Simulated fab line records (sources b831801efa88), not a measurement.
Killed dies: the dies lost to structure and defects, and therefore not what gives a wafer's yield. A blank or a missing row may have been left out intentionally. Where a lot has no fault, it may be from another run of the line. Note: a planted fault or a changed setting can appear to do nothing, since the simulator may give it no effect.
The tool behind it: which one? :: flow sky130 :: 35 wafers from 12 lots sampled at 4 of the route's 708 steps

WHAT THE GAUGES SHOWED, per wafer
SKY_METAL2_CD_MEAS_15 targets a cd of 140 nm.
lot: L545
measured: day 35 01:25
on: cdSem-01
cdNm (nm): 139.5 139.8 140.0

lot: L547
measured: day 36 02:42
on: cdSem-01
cdNm (nm): 139.2 138.8 139.7

lot: L548
measured: day 36 05:49
on: cdSem-01
cdNm (nm): 138.8 138.9 138.6

lot: L549
measured: day 37 12:02
on: cdSem-01
cdNm (nm): 139.0 138.1 137.7

lot: L552
measured: day 37 14:53
on: cdSem-02
cdNm (nm): 140.0 140.8 141.4

lot: L551
measured: day 37 15:00
on: cdSem-01
cdNm (nm): 139.5 138.4 139.1

lot: L553
measured: day 37 18:26
on: cdSem-01
cdNm (nm): 139.1 139.2 140.2

lot: L554
measured: day 38 00:11
on: cdSem-01
cdNm (nm): 139.9 140.1 138.8

lot: L556
measured: day 38 15:41
on: cdSem-02
cdNm (nm): 141.2 139.9 140.2

lot: L557
measured: day 38 19:29
on: cdSem-01
cdNm (nm): 142.7 142.0 141.8

lot: L558
measured: day 39 03:24
on: cdSem-01
cdNm (nm): 140.3 140.8 141.2

lot: L563
measured: day 40 16:11
on: cdSem-01
cdNm (nm): 137.1 138.4

SKY_VIA3_THK_MEAS_01.
lot: L545
measured: day 38 12:09
on: filmMetro-03
VIA3_HDPCVD_THK (nm): 1621 1633 1614

lot: L547
measured: day 39 12:05
on: filmMetro-04
VIA3_HDPCVD_THK (nm): 1636 1625 1649

lot: L548
measured: day 39 14:53
on: filmMetro-03
VIA3_HDPCVD_THK (nm): 1623 1638 1626

lot: L549
measured: day 40 19:37
on: filmMetro-04
VIA3_HDPCVD_THK (nm): 1637 1637 1646

lot: L552
measured: day 40 20:55
on: filmMetro-04
VIA3_HDPCVD_THK (nm): 1625 1626 1627

lot: L551
measured: day 40 21:59
on: filmMetro-04
VIA3_HDPCVD_THK (nm): 1629 1642 1640

lot: L553
measured: day 41 01:02
on: filmMetro-04
VIA3_HDPCVD_THK (nm): 1640 1636 1639

lot: L554
measured: day 41 06:25
on: filmMetro-03
VIA3_HDPCVD_THK (nm): 1643 1638 1648

lot: L556
measured: day 41 22:38
on: filmMetro-01
VIA3_HDPCVD_THK (nm): 1651 1629 1635

lot: L557
measured: day 42 02:14
on: filmMetro-04
VIA3_HDPCVD_THK (nm): 1617 1636 1614

lot: L558
measured: day 42 08:48
on: filmMetro-04
VIA3_HDPCVD_THK (nm): 1629 1637 1632

lot: L563
measured: day 43 19:16
on: filmMetro-04
VIA3_HDPCVD_THK (nm): 1081 1661

EACH LOT AND THE TOOL THAT RAN IT (in order: tool; ch and the chambers of the sampled wafers; start)
lot: L545
SKY_VIA2_ETCH_15: rieDiel-04 ch 0,2,3, day 36 05:38
SKY_VIA3_HDPCVD_00: hdpcvd-02 ch 0,1,2, day 38 11:59

lot: L547
SKY_VIA2_ETCH_15: rieDiel-04 ch 0,1,2, day 37 06:43
SKY_VIA3_HDPCVD_00: hdpcvd-01 ch 0,2, day 39 11:47

lot: L548
SKY_VIA2_ETCH_15: rieDiel-02 ch 0,1,3, day 37 09:20
SKY_VIA3_HDPCVD_00: hdpcvd-02 ch 1,2, day 39 14:42

lot: L549
SKY_VIA2_ETCH_15: rieDiel-01 ch 0,1,3, day 38 14:42
SKY_VIA3_HDPCVD_00: hdpcvd-02 ch 0,1, day 40 19:25

lot: L552
SKY_VIA2_ETCH_15: rieDiel-02 ch 2,3, day 38 16:50
SKY_VIA3_HDPCVD_00: hdpcvd-02 ch 0,1,2, day 40 20:45

lot: L551
SKY_VIA2_ETCH_15: rieDiel-01 ch 0,2,3, day 38 17:34
SKY_VIA3_HDPCVD_00: hdpcvd-02 ch 0,1, day 40 21:49

lot: L553
SKY_VIA2_ETCH_15: rieDiel-01 ch 1,2,3, day 38 20:29
SKY_VIA3_HDPCVD_00: hdpcvd-02 ch 0,2, day 41 00:52

lot: L554
SKY_VIA2_ETCH_15: rieDiel-01 ch 0,3, day 39 02:58
SKY_VIA3_HDPCVD_00: hdpcvd-01 ch 0,1,2, day 41 06:13

lot: L556
SKY_VIA2_ETCH_15: rieDiel-04 ch 0,1, day 39 18:26
SKY_VIA3_HDPCVD_00: hdpcvd-02 ch 0,1,2, day 41 22:18

lot: L557
SKY_VIA2_ETCH_15: rieDiel-02 ch 2,3, day 39 21:37
SKY_VIA3_HDPCVD_00: hdpcvd-02 ch 0,1,2, day 42 02:04

lot: L558
SKY_VIA2_ETCH_15: rieDiel-02 ch 1,2, day 40 05:24
SKY_VIA3_HDPCVD_00: hdpcvd-02 ch 0,2, day 42 08:38

lot: L563
SKY_VIA2_ETCH_15: rieDiel-01 ch 0,2, day 41 17:52
SKY_VIA3_HDPCVD_00: hdpcvd-01 ch 0,2, day 43 19:05
- SKY_VIA2_ETCH_15: etches SiO2 in C4F8/O2/Ar, stops on TiN, target depth 546 nm, time 84 s.
- SKY_VIA3_HDPCVD_00: deposits SiO2, target thk 1635 nm, time 272.5 s.

WHAT THE TOOLS THEMSELVES READ (means of the sampled wafers that have a number; where no wafer has one, the mark that the record gives instead)
SKY_VIA2_ETCH_15.
lot: L545
tool: rieDiel-04
oesProductAu (a.u.): 0.938

lot: L547
tool: rieDiel-04
oesProductAu (a.u.): 0.940

lot: L548
tool: rieDiel-02
oesProductAu (a.u.): 0.936

lot: L549
tool: rieDiel-01
oesProductAu (a.u.): 0.941

lot: L552
tool: rieDiel-02
oesProductAu (a.u.): 0.940

lot: L551
tool: rieDiel-01
oesProductAu (a.u.): 0.940

lot: L553
tool: rieDiel-01
oesProductAu (a.u.): 0.940

lot: L554
tool: rieDiel-01
oesProductAu (a.u.): 0.941

lot: L556
tool: rieDiel-04
oesProductAu (a.u.): 0.938

lot: L557
tool: rieDiel-02
oesProductAu (a.u.): 0.937

lot: L558
tool: rieDiel-02
oesProductAu (a.u.): 0.934

lot: L563
tool: rieDiel-01
oesProductAu (a.u.): 0.936

SKY_VIA3_HDPCVD_00.
lot: L545
tool: hdpcvd-02
runLengthS (s): 300.4

lot: L547
tool: hdpcvd-01
runLengthS (s): 299.9

lot: L548
tool: hdpcvd-02
runLengthS (s): 300.2

lot: L549
tool: hdpcvd-02
runLengthS (s): 299.8

lot: L552
tool: hdpcvd-02
runLengthS (s): 300.3

lot: L551
tool: hdpcvd-02
runLengthS (s): 299.7

lot: L553
tool: hdpcvd-02
runLengthS (s): 300.3

lot: L554
tool: hdpcvd-01
runLengthS (s): 300.0

lot: L556
tool: hdpcvd-02
runLengthS (s): 300.1

lot: L557
tool: hdpcvd-02
runLengthS (s): 300.2

lot: L558
tool: hdpcvd-02
runLengthS (s): 300.5

lot: L563
tool: hdpcvd-01
runLengthS (s): 251.4

THE ANSWER, worked out from the rows above alone
Rule: the lots themselves supply what counts as usual. The widest of any qualifying gaps counts: lots, ordered by their means at a reading, are off when they make up no more than a third of the lots, leave a main group of 4 or more, and stand apart from it by 3 or more times the standard deviation of that group's means. A main group is skipped when, at the precision printed for the reading in the tables above, its means are all equal. Also off: a lot with no number at a reading for which 4 or more lots have one. Any other lot the step has rows for is counted as sound. Order of review: gauges by route order, followed by the tools' own readings, for which a lot's mean as printed above is used. At the first step where some lot is off, the reading lying furthest off is the one used; lots without a number count as furthest.
Off: L563, seen at SKY_VIA3_THK_MEAS_01 (VIA3_HDPCVD_THK). For the main group the mean is 1633 nm and the standard deviation 6.9.
If a tool, at a process step before that reading, ran all the lots that are off and no sound lot after the first of them, it fits. The gauges at SKY_VIA3_THK_MEAS_01 aren't tried: what is off there is off at SKY_VIA3_HDPCVD_00 too, on other tools, and a gauge's error can't cause that. This does not decide it: 2 tools fit, namely rieDiel-01 at SKY_VIA2_ETCH_15 and hdpcvd-01 at SKY_VIA3_HDPCVD_00.

WHAT THE SIMULATOR HAD INSERTED
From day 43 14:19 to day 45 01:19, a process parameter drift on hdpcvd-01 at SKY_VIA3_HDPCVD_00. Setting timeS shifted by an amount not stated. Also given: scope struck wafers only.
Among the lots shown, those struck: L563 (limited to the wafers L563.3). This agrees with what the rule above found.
